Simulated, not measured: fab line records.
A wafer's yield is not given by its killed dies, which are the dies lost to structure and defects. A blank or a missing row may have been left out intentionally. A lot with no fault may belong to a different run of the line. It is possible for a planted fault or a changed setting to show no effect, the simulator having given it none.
2 desks looking at one fault | flow sky130 | each desk has only its own numbers; what lay behind them comes last

THE METROLOGY DESK
What the gauges read, lot by lot, whatever tool the lot ran on: means of the sampled wafers that have a number. The brackets show how far a lot's mean lies from the usual mean; more than 4 standard deviations puts the lot out of limits, marked OUT.
Columns: A = LDD_N_TW at SKY_LDD_N_TW_MEAS_17, usual 2612; B = LDD_HVP_OVL at SKY_LDD_HVP_OVL_MEAS_07, usual -0.7 nm
lot  | first seen here | A    | B
L750 | day 18 16:13    | 2584 | -0.1
L752 | day 19 03:44    | 2607 | 1.8
L751 | day 19 06:19    | 2551 | -0.1
L758 | day 21 09:14    | 2638 | 0.0
L760 | day 22 00:01    | 2640 | -0.1
L765 | day 23 14:45    | 2630 | -1.5
L766 | day 24 00:16    | 2650 | -2.0
L768 | day 24 14:54    | 2654 | -2.9
L769 | day 25 00:57    | 2636 | -0.2
L770 | day 25 15:02    | 2627 | 0.4
L771 | day 25 18:27    | 2587 | -0.6
L772 | day 25 20:52    | 2641 | -0.8
Result from this desk: across the 12 lots, nothing is out of limits.

AT THE TOOL OWNER'S DESK: rie-diel-01
The tool's own readings at SKY_POLY_CUT_ETCH_10 (etches BARC in N2/H2, stops on SiO2, time 45.9 s, target depth 60 nm): means of the sampled wafers that have a number, for each lot that ran on this tool. The brackets show how far a lot's mean lies from the usual mean; more than 4 standard deviations puts the lot out of limits, marked OUT.
Columns: A = drypump-motor-current-A at SKY_POLY_CUT_ETCH_10, usual 5.65 A; B = oes-product-au at SKY_POLY_CUT_ETCH_10, usual 0.856 a.u.; C = throttle-valve-pct at SKY_POLY_CUT_ETCH_10, usual 13.224 %
lot  | first seen here | A    | B     | C
L752 | day 25 14:34    | 5.88 | 0.857 | 13.213
L751 | day 25 17:51    | 5.83 | 0.855 | 13.223
L758 | day 27 17:47    | 5.49 | 0.849 | 13.213
L760 | day 28 09:10    | 5.66 | 0.852 | 13.234
L768 | day 30 19:25    | 5.88 | 0.862 | 13.230
L769 | day 31 04:01    | 6.10 | 0.856 | 13.225
L771 | day 31 19:23    | 5.54 | 0.856 | 13.233
L772 | day 31 23:50    | 5.84 | 0.855 | 13.229
Result from this desk: across the 8 lots, nothing is out of limits.

BROUGHT TOGETHER
Metrology desk: nothing out of limits seen.
Nothing out of limits was seen by the tool owner's desk.

WHAT THE SIMULATOR HAD PUT IN
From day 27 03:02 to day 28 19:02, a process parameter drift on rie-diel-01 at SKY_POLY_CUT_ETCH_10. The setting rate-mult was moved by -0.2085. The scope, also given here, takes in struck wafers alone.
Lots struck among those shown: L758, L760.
